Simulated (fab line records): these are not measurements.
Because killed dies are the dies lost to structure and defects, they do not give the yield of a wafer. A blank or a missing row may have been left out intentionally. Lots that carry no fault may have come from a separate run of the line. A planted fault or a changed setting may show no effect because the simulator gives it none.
Struck lot and sound lot, side by side    flow sky130    31 out of 708 route steps
Sound: wafers L361.1, L361.5, L361.6. Wafers L366.1, L366.2, L366.6 were the ones struck. The cause is given at the end.
At each step with rows: each side's tool, then ch and its chambers, then its first start. Under that, the readings that differ: sound wafers    struck wafers    difference of the means    sigmas: that difference in standard deviations of wafers without a fault.
alike: words and numbers the same on both sides, and readings whose means are apart by under 2 such deviations; not compared: readings that were withheld, readings missing a value for some wafer, numbers with overlapping values and no deviation given by the record, and bounds like >300 which may hide the same value.
The two part at a step that has a row with sigmas, a row that says differs or no value, or rows on one side only. Non-overlapping numbers with no deviation appear without sigmas and do not part them. A reading that every wafer of one side lacks parts them only if that side has two wafers or more.

first, 1 step without rows for these wafers: SKY_NWELL_IMPLANT_13.
SKY_NWELL_STRIP_14: strips in O2/N2.
  sound on plasma-asher-01 ch 0,1, day 7 05:47; struck on plasma-asher-04 ch 0,1, day 8 03:39
  alike: chamber-pressure-mTorr, drypump-motor-current-A, oes-product-au, strip-time-to-endpoint-s
  not compared: rf-hours-counter-h
SKY_NWELL_TW_MEAS_15:
  struck on film-metro-03, day 8 03:45; sound on film-metro-02, day 7 05:53
  alike: NWELL_TW
then, 7 steps without rows for these wafers: SKY_NWELL_DEHYDRATE_16 (time 60 s); SKY_NWELL_HMDS_17 (prime time 60 s); SKY_NWELL_COAT_18 (resist thk 3000 nm); SKY_NWELL_SOFTBAKE_19; SKY_NWELL_EXPOSE_20 (exposes mask NWM COMPLEMENT, target cd 840 nm); SKY_NWELL_PEB_21; SKY_NWELL_DEVELOP_22 (develop time 60 s).
SKY_NWELL_OVL_MEAS_23:
  struck on overlay-02, day 9 00:33; sound on overlay-02, day 8 01:52
  alike: NWELL_01_OVL
next, for these wafers, 1 step has no rows: SKY_NWELL_IMPLANT_24.
SKY_NWELL_STRIP_25: strips in O2/N2.
  sound on plasma-asher-04 ch 0,1, day 8 02:03; struck on plasma-asher-04 ch 0,1, day 9 00:44
  no value came back on the struck wafers for chamber-pressure-mTorr (mTorr), drypump-motor-current-A (A), oes-product-au (a.u.), strip-time-to-endpoint-s (s); on the sound wafers chamber-pressure-mTorr (mTorr) reads 1502.7 1500.3 1502.9
reading                                  sound  struck          difference  sigmas
model.coat_of_NWELL_COAT_18.thk-nm (nm)  0 0 0  2999 3000 2993  +2997       
  not compared: rf-hours-counter-h
SKY_NWELL_TW_MEAS_26:
  struck on film-metro-02, day 9 00:50; sound on film-metro-02, day 8 02:09
  alike: NWELL_2_TW
then, 1 step without rows for these wafers: SKY_NWELL_CLEAN_27 (cleans in SC1/SC2, time 150 s).
SKY_NWELL_RTA_28: time 30 s.
  sound on rtp-anneal-02 ch 0, day 8 02:16; struck on rtp-anneal-01 ch 0, day 9 00:57
  alike: lamp-power-pct, wafer_temp_C_max
SKY_NWELL_RS_MEAS_29: the measuring method here is four-point-probe.
  struck on film-metro-03, day 9 01:03; sound on film-metro-03, day 8 02:22
  alike: NWELL_RS
SKY_NWELL_RS_MEAS_31: the measuring method here is four-point-probe.
  struck on film-metro-03, day 9 01:17; sound on film-metro-03, day 8 02:37
reading           sound           struck          difference  sigmas
PWDE_RS (ohm/sq)  5292 5295 5319  5255 5290 5263  -33         -2
then, 7 steps without rows for these wafers: SKY_VT_ADJUST_HVTP_DEHYDRATE_00 (time 60 s); SKY_VT_ADJUST_HVTP_HMDS_01 (prime time 60 s); SKY_VT_ADJUST_HVTP_COAT_02 (resist thk 1140 nm); SKY_VT_ADJUST_HVTP_SOFTBAKE_03 (time 60 s); SKY_VT_ADJUST_HVTP_EXPOSE_04 (exposes mask HVTPM, target cd 380 nm); SKY_VT_ADJUST_HVTP_PEB_05; SKY_VT_ADJUST_HVTP_DEVELOP_06 (develop time 60 s).
SKY_VT_ADJUST_HVTP_CD_MEAS_07 targets a cd of 380 nm.
  struck on cd-sem-02, day 9 22:35; sound on cd-sem-01, day 8 23:23
  alike: cd-nm
SKY_VT_ADJUST_HVTP_OVL_MEAS_08:
  struck on overlay-01, day 9 22:42; sound on overlay-01, day 8 23:30
  alike: VT_ADJUST_HVTP_OVL
next, for these wafers, 1 step has no rows: SKY_VT_ADJUST_HVTP_IMPLANT_09.
SKY_VT_ADJUST_HVTP_STRIP_10: strips in O2/N2.
  sound on plasma-asher-02 ch 0,1, day 8 23:41; struck on plasma-asher-01 ch 0,1, day 9 22:53
reading                       sound              struck             difference  sigmas
oes-product-au (a.u.)         0.717 0.714 0.718  0.728 0.732 0.726  +0.012      +3
strip-time-to-endpoint-s (s)  14.09 14.17 14.10  58.71 58.75 58.61  +44.57      +99 or more
  alike: chamber-pressure-mTorr, drypump-motor-current-A
  not compared: rf-hours-counter-h
SKY_VT_ADJUST_HVTP_TW_MEAS_11:
  struck on film-metro-03, day 9 23:13; sound on film-metro-03, day 8 23:47
reading            sound           struck    difference  sigmas
VT_ADJUST_HVTP_TW  1343 1343 1346  30 30 30  -1314       -99 or more
  not compared: hold
next, for these wafers, 1 step has no rows: SKY_PAD_OPEN_PROBE_99.

WHERE THEY PART
First at SKY_NWELL_STRIP_25; last, within this record, at SKY_VT_ADJUST_HVTP_TW_MEAS_11.

WHY: what the simulator had put in
Beginning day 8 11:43, the whole step at SKY_NWELL_STRIP_25 was skipped on plasma-asher-04. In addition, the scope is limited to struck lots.
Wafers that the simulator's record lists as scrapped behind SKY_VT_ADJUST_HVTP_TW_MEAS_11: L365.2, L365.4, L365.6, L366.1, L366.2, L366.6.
